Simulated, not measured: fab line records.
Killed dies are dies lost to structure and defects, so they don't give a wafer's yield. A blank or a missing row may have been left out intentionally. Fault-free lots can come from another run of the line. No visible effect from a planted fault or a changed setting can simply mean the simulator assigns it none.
Struck lot and sound lot, side by side :: flow sky130 :: 15 out of 708 route steps
Sound: the wafers L992.2, L992.4, L992.6. Wafers struck: L102.2, L102.4, L102.6. At the end, the cause is stated.
At each step with rows: each side's tool, then ch and its chambers, then its first start. Under that, the readings that differ: sound wafers :: struck wafers :: difference of the means :: sigmas: that difference in standard deviations of wafers without a fault.
alike: a reading whose means differ by less than 2 such deviations, as well as words and numbers matching on both sides. not compared: withheld readings; readings where some wafer has no value; bounds like >300 that might hide an equal value; numbers whose values overlap and for which the record gives no deviation.
A row with sigmas, a row that says differs or no value, or rows on one side alone: a step with any of these is where the two part. Numbers that don't overlap but have no deviation are shown without sigmas and don't part them. Lack of a reading on every wafer of one side parts them only where that side has two or more wafers.

SKY_POLY_GATE_THK_MEAS_21:
  sound on film_metro-03 at day 20 04:03; struck on film_metro-01 at day 23 19:41
  alike: POLY_GATE_OXIDATION_THK
SKY_POLY_GATE_CD_MEAS_22:
  sound on cd_sem-01 at day 20 04:08; struck on cd_sem-02 at day 23 19:46
  alike: cd_nm
then, 7 steps without rows for these wafers: SKY_LDD_N_DEHYDRATE_00 (time 60 s); SKY_LDD_N_HMDS_01 (prime time 60 s); SKY_LDD_N_COAT_02 (resist thk 300 nm); SKY_LDD_N_SOFTBAKE_03 (time 60 s); SKY_LDD_N_EXPOSE_04 (exposes mask NTM, target cd 840 nm); SKY_LDD_N_PEB_05; SKY_LDD_N_DEVELOP_06 (develop time 60 s).
SKY_LDD_N_OVL_MEAS_07:
  sound on overlay-01 at day 21 10:54; struck on overlay-02 at day 25 00:40
  alike: LDD_N_OVL
then, 2 steps without rows for these wafers: SKY_LDD_N_IMPLANT_08; SKY_LDD_N_IMPLANT_09.
SKY_LDD_N_IMPLANT_10:
  sound on implanter-02 ch 0, day 21 11:15; struck on implanter-03 ch 0, day 25 01:01
reading: rotation_deg (degrees)
sound: 203.03 203.02 203.00
struck: 275.07 274.99 275.03
difference: +72.01
sigmas: +99 or more
next, for these wafers, 1 step has no rows: SKY_LDD_N_IMPLANT_11.
-- here the record skips 25 days between the struck wafers' starts before and after, leaving off in module LDD_N and picking up in module PAD_OPEN (first step shown: number 708 of the route) --
SKY_PAD_OPEN_PROBE_99:
  sound on prober-02 at day 48 09:13; struck on prober-02 at day 50 10:46
  alike: killed_at_M0_to_M3, killed_at_M4_up, killed_at_contacts, killed_at_front_end, killed_at_other, killed_dies, killed_open, killed_short

## WHERE THEY PART
Only at SKY_LDD_N_IMPLANT_10, as far as this record shows. Later steps at which nothing parts them and some readings are alike: SKY_PAD_OPEN_PROBE_99.

WHY: the cause the simulator had injected
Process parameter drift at SKY_LDD_N_IMPLANT_10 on implanter-03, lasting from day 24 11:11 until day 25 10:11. The setting rotation_deg was moved by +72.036, starting from 203. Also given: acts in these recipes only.
